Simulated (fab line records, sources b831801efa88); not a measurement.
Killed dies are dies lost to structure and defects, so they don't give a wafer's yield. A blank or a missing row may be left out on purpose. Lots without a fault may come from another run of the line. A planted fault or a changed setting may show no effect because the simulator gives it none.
A struck lot beside a sound one | flow sky130 | 18 steps out of a route of 708
Sound: wafers L920.2, L920.4, L920.6. Struck: wafers L932.1, L932.2, L932.5. The cause comes at the end.
At each step with rows: each side's tool, then ch and its chambers, then its first start. Under that, the readings that differ: sound wafers | struck wafers | difference of the means | sigmas: that difference in standard deviations of wafers without a fault.
alike: readings whose means differ by less than 2 such deviations, and words and numbers that are the same on both sides. not compared: withheld readings, readings that some wafer has no value for, bounds like >300 that may hide the same value, and numbers for which the record gives no deviation and whose values overlap.
The two part at a step that has a row with sigmas, a row that says differs or no value, or rows on one side only. Numbers that don't overlap but have no deviation are shown without sigmas and don't part them. A reading that every wafer of one side lacks parts them only if that side has two wafers or more.

first, 3 steps without rows for these wafers: SKY_LDD_P_EXPOSE_04 (exposes mask PSDM, target cd 380 nm); SKY_LDD_P_PEB_05; SKY_LDD_P_DEVELOP_06 (develop time 60 s).
SKY_LDD_P_CD_MEAS_07: target cd 380 nm.
  sound on cd_sem-02, day 20 05:23; struck on cd_sem-01, day 24 04:58
  alike: cd_nm
SKY_LDD_P_OVL_MEAS_08:
  sound on overlay-01, day 20 05:29; struck on overlay-01, day 24 05:05
  alike: LDD_P_OVL
then, 1 step without rows for these wafers: SKY_LDD_P_IMPLANT_09.
SKY_LDD_P_STRIP_10: strips in O2/N2.
  sound on plasma_asher-04 ch 0,1, day 20 05:40; struck on plasma_asher-03 ch 0,1, day 24 05:16
  alike: drypump_motor_current_A, oes_product_au, strip_time_to_endpoint_s
  not compared: rf_hours_counter_h
SKY_LDD_P_TW_MEAS_11:
  sound on film_metro-03, day 20 05:46; struck on film_metro-03, day 24 05:22
  alike: LDD_P_TW
then, 4 steps without rows for these wafers: SKY_LDD_HVN_DEHYDRATE_00 (time 60 s); SKY_LDD_HVN_HMDS_01 (prime time 60 s); SKY_LDD_HVN_COAT_02 (resist thk 300 nm); SKY_LDD_HVN_SOFTBAKE_03 (time 60 s).
SKY_LDD_HVN_EXPOSE_04: exposes mask HVNTM, target cd 700 nm.
  sound on iline_stepper-02 ch 0, day 20 21:25; struck on iline_stepper-02 ch 0, day 24 19:50
  reading                         | sound                | struck            | difference | sigmas
  model.LDD_HVN.overlay_x_nm (nm) | -1.687 -1.687 -1.687 | 56.56 56.56 56.56 | +58.25     |
  alike: mask, exposure_dose_mJ_cm2
then, 2 steps without rows for these wafers: SKY_LDD_HVN_PEB_05; SKY_LDD_HVN_DEVELOP_06 (develop time 60 s).
SKY_LDD_HVN_OVL_MEAS_07:
  sound on overlay-01, day 21 12:22; struck on overlay-02, day 25 10:32
  reading          | sound          | struck         | difference | sigmas
  LDD_HVN_OVL (nm) | -3.3 -3.3 -4.1 | 54.6 55.4 55.8 | +58.8      | +45
then, 1 step without rows for these wafers: SKY_LDD_HVN_IMPLANT_08.
-- the record jumps here: 24 days lie between the struck wafers' starts before and after (it left off in module LDD_HVN and takes up again in module PAD_OPEN, whose first step shown is number 708 of the route) --
SKY_PAD_OPEN_PROBE_99:
  sound on prober-01, day 46 15:32; struck on prober-01, day 49 03:25
  alike: killed_at_M0_to_M3, killed_at_M4_up, killed_at_contacts, killed_at_front_end, killed_at_other, killed_dies, killed_open, killed_short

WHERE THEY PART
Only at SKY_LDD_HVN_OVL_MEAS_07, within this record. Later steps at which nothing parts them and some readings are alike: SKY_PAD_OPEN_PROBE_99.

WHY: what the simulator had put in
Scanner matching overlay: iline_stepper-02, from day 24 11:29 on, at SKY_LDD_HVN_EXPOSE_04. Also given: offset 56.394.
